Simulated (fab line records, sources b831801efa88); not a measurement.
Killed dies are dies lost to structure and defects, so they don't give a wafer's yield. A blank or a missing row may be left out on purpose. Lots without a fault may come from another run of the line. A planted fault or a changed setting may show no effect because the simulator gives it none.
Tool commonality check | flow sky130 | 13 lots, 39 wafers sampled

WHY IT WAS OPENED
At SKY_VT_ADJUST_LVTN_TW_MEAS_10 the reading VT_ADJUST_LVTN_TW is flagged on 2 of 13 lots. Wafers without a fault read 242.0, standard deviation 1.7.
Rule: a lot is flagged when every wafer of it that has a number lies more than 4 standard deviations from that mean, or none has a number. The other lots count as sound.

lot  | measured     | on            | VT_ADJUST_LVTN_TW, wafer by wafer | flag
L556 | day 6 19:58  | film_metro-02 | 244.5 242.9 244.2                 |
L557 | day 7 04:30  | film_metro-04 | 243.1 243.4 243.4                 |
L558 | day 7 13:12  | film_metro-02 | 241.6 242.1 242.8                 |
L559 | day 7 22:46  | film_metro-02 | 241.3 242.0 240.7                 |
L561 | day 8 14:07  | film_metro-03 | 239.9 243.0 241.4                 |
L562 | day 8 18:19  | film_metro-04 | 242.7 243.6 242.7                 |
L567 | day 9 19:10  | film_metro-02 | 128.4 129.6 128.2                 | FLAGGED
L569 | day 10 04:04 | film_metro-03 | 127.4 127.6 128.4                 | FLAGGED
L570 | day 10 10:23 | film_metro-03 | 239.6 240.4 239.7                 |
L571 | day 10 16:16 | film_metro-02 | 242.5 242.6 243.0                 |
L572 | day 11 02:08 | film_metro-04 | 242.1 243.2 242.4                 |
L573 | day 11 03:58 | film_metro-04 | 242.1 240.8 241.9                 |
L579 | day 13 01:58 | film_metro-03 | 240.7 241.3 240.7                 |
The numbers of the flagged lots are 128.3 on average: -113.7 against the usual, or -67 standard deviations.

WHICH TOOL RAN EACH LOT
The record holds 1 process step before the reading, out of a route of 708 steps. In each cell: the tool, then ch and the chambers that the sampled wafers went through, then the start.
lot  | flag    | SKY_VT_ADJUST_LVTN_IMPLANT_08
L556 |         | implanter-01 ch 0, day 6 19:44
L557 |         | implanter-02 ch 0, day 7 04:15
L558 |         | implanter-01 ch 0, day 7 12:57
L559 |         | implanter-04 ch 0, day 7 22:33
L561 |         | implanter-02 ch 0, day 8 13:52
L562 |         | implanter-04 ch 0, day 8 18:04
L567 | FLAGGED | implanter-01 ch 0, day 9 18:56
L569 | FLAGGED | implanter-01 ch 0, day 10 03:50
L570 |         | implanter-02 ch 0, day 10 10:11
L571 |         | implanter-04 ch 0, day 10 16:01
L572 |         | implanter-02 ch 0, day 11 01:55
L573 |         | implanter-02 ch 0, day 11 03:43
L579 |         | implanter-01 ch 0, day 13 01:43
What these steps do:
- SKY_VT_ADJUST_LVTN_IMPLANT_08
- SKY_VT_ADJUST_LVTN_TW_MEAS_10

FLAGGED OVER TOTAL, TOOL BY TOOL (the gauges that took the reading come last)
step                          | tool          | lots run | flagged | share of the flagged lots | sound lots run after its first flagged lot
SKY_VT_ADJUST_LVTN_IMPLANT_08 | implanter-01  | 5        | 2       | all                       | 1 (L579)
SKY_VT_ADJUST_LVTN_IMPLANT_08 | implanter-02  | 5        | 0       | none                      | -
SKY_VT_ADJUST_LVTN_IMPLANT_08 | implanter-04  | 3        | 0       | none                      | -
SKY_VT_ADJUST_LVTN_TW_MEAS_10 | film_metro-02 | 5        | 1       | some                      | 1 (L571)
SKY_VT_ADJUST_LVTN_TW_MEAS_10 | film_metro-03 | 4        | 1       | some                      | 2 (L570,L579)
SKY_VT_ADJUST_LVTN_TW_MEAS_10 | film_metro-04 | 4        | 0       | none                      | -

WHAT THE TABLE ALLOWS
1 row of the table ran every flagged lot: implanter-01 at SKY_VT_ADJUST_LVTN_IMPLANT_08.
- implanter-01 at SKY_VT_ADJUST_LVTN_IMPLANT_08: 2 of its 5 lots flagged. Sound lots ran on it after the first flagged one (L579), which a lasting fault on the whole tool wouldn't allow. Its own readings lie more than 4 standard deviations out on every wafer of the flagged lots: dose_ions_cm2, faraday_current_uA.
No row of the table ran every flagged lot and no sound lot after the first.

WHAT THE SIMULATOR HAD PUT IN
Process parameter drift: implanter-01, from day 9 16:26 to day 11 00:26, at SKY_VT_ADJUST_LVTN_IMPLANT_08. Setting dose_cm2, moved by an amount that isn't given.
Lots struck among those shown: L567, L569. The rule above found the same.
